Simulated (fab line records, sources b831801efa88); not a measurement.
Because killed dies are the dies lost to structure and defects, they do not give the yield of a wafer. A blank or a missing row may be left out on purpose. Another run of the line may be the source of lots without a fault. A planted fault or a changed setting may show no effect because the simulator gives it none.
Which tool did it? / flow sky130 / 6 lots, 18 wafers sampled, at 2 steps of a route of 708

WHAT THE GAUGES SHOWED, per wafer
SKY_LDD_HVP_TW_MEAS_10.
lot=L188; measured=day 23 02:57; on=film-metro-03; LDD_HVP_TW=459 460 461
lot=L191; measured=day 24 07:41; on=film-metro-01; LDD_HVP_TW=452 455 454
lot=L194; measured=day 24 15:21; on=film-metro-01; LDD_HVP_TW=452 453 455
lot=L201; measured=day 27 00:07; on=film-metro-03; LDD_HVP_TW=405 404 406
lot=L205; measured=day 28 10:11; on=film-metro-02; LDD_HVP_TW=454 457 455
lot=L209; measured=day 29 13:30; on=film-metro-03; LDD_HVP_TW=462 461 459

WHAT TOOL EACH LOT RAN ON (gives the tool, then ch and the chambers of the sampled wafers, and finally the start)
lot=L188; SKY_LDD_HVP_IMPLANT_08=implanter-02 ch 0, day 23 02:43
lot=L191; SKY_LDD_HVP_IMPLANT_08=implanter-04 ch 0, day 24 07:26
lot=L194; SKY_LDD_HVP_IMPLANT_08=implanter-03 ch 0, day 24 15:06
lot=L201; SKY_LDD_HVP_IMPLANT_08=implanter-03 ch 0, day 26 23:52
lot=L205; SKY_LDD_HVP_IMPLANT_08=implanter-02 ch 0, day 28 09:56
lot=L209; SKY_LDD_HVP_IMPLANT_08=implanter-02 ch 0, day 29 13:16
- SKY_LDD_HVP_IMPLANT_08

THE ANSWER, worked out from the rows above alone
Rule: what is usual is taken from the lots themselves. Put in order of their means at a reading, lots are off if they are a third of the lots or fewer, leave a main group of 4 or more, and stand apart from it by a gap of 3 or more times the standard deviation of the main group's means; of several such gaps the widest counts. A main group is skipped when, at the precision printed for the reading in the tables above, its means are all equal. Also off: a lot with no number at a reading for which 4 or more lots have one. The other lots that the step has rows for count as sound.
Off: L201, seen at SKY_LDD_HVP_TW_MEAS_10 (LDD_HVP_TW). Mean 457 and standard deviation 3.1 in the main group.
A tool fits if, at a process step before that reading, it ran every lot that is off, and no sound lot after the first of them. The gauges at SKY_LDD_HVP_TW_MEAS_10 are tried like those tools. One fits: SKY_LDD_HVP_IMPLANT_08 on implanter-03. A fault onset in the window from L194 (day 24 15:06, its last sound lot) to L201 (day 26 23:52, its first lot off) fits.

WHAT THE SIMULATOR HAD PUT IN
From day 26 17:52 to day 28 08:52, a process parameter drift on implanter-03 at SKY_LDD_HVP_IMPLANT_08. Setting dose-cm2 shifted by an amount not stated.
Struck lots among those shown: L201. The rule above reached the same finding.
